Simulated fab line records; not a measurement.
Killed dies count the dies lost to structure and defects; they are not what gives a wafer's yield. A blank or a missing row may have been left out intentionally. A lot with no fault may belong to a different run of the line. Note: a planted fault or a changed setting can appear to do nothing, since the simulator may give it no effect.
Matching of chambers + flow gf180mcu + GF_SAB_ETCH_11 on rie-diel-04: 4 sister chambers
The step etches SiO2 in C4F8/O2/Ar, target depth 55 nm, time 8.5 s. 8 wafers are shown with their chamber, then 11 later ones without.

== WAFERS, EACH WITH ITS CHAMBER ==
| wafer  | chamber | oes-product-au (a.u.) |
|--------|---------|-----------------------|
| L082.5 | 1       | 1.002                 |
| L086.2 | 1       | 1.000                 |
| L090.1 | 3       | 0.994                 |
| L090.2 | 2       | 0.994                 |
| L090.4 | 0       | 1.008                 |
| L090.5 | 2       | 0.990                 |
| L090.6 | 3       | 1.000                 |
| L092.3 | 0       | 0.999                 |

== WAFERS WITH NO CHAMBER GIVEN ==
| wafer  | oes-product-au (a.u.) |
|--------|-----------------------|
| L092.5 | 0.987                 |
| L092.6 | 0.996                 |
| L093.1 | 0.991                 |
| L093.2 | 1.014                 |
| L093.3 | 0.987                 |
| L093.4 | 1.000                 |
| L093.5 | 0.996                 |
| L093.6 | 1.005                 |
| L094.2 | 0.992                 |
| L094.3 | 1.007                 |
| L094.6 | 0.988                 |

== CHAMBER TAKEN BY EACH ==
| wafer  | from the rows above               | in truth |
|--------|-----------------------------------|----------|
| L092.5 | can't be placed: 2 or 3           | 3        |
| L092.6 | can't be placed: 3 or 2 or 1 or 0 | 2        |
| L093.1 | can't be placed: 2 or 3           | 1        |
| L093.2 | can't be placed: 0 or 1 or 3      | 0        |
| L093.3 | can't be placed: 2 or 3           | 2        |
| L093.4 | can't be placed: 1 or 3 or 0 or 2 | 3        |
| L093.5 | can't be placed: 3 or 2 or 1 or 0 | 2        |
| L093.6 | can't be placed: 0 or 1 or 3      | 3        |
| L094.2 | can't be placed: 2 or 3           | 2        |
| L094.3 | can't be placed: 0 or 1 or 3      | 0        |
| L094.6 | can't be placed: 2 or 3           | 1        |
Placed correctly: 0 of 11. Not placeable from these rows: 11 (in 9, the candidates include the true chamber). Number placed wrongly: 0.
How it was worked out, from the rows above alone: a wafer's distance from a chamber is the root of the sum, over the readings, of the square of ((its reading less the chamber's mean) divided by the reading's scatter). The wafer belongs to the nearest chamber; if the next one is less than 2 further off, it can't be placed. The mean given for a chamber averages the wafers shown for that chamber. How the scatter is found: for the shown wafers, subtract from each reading the mean of its chamber, square and add these, divide the total by (wafers less chambers), then take the root.
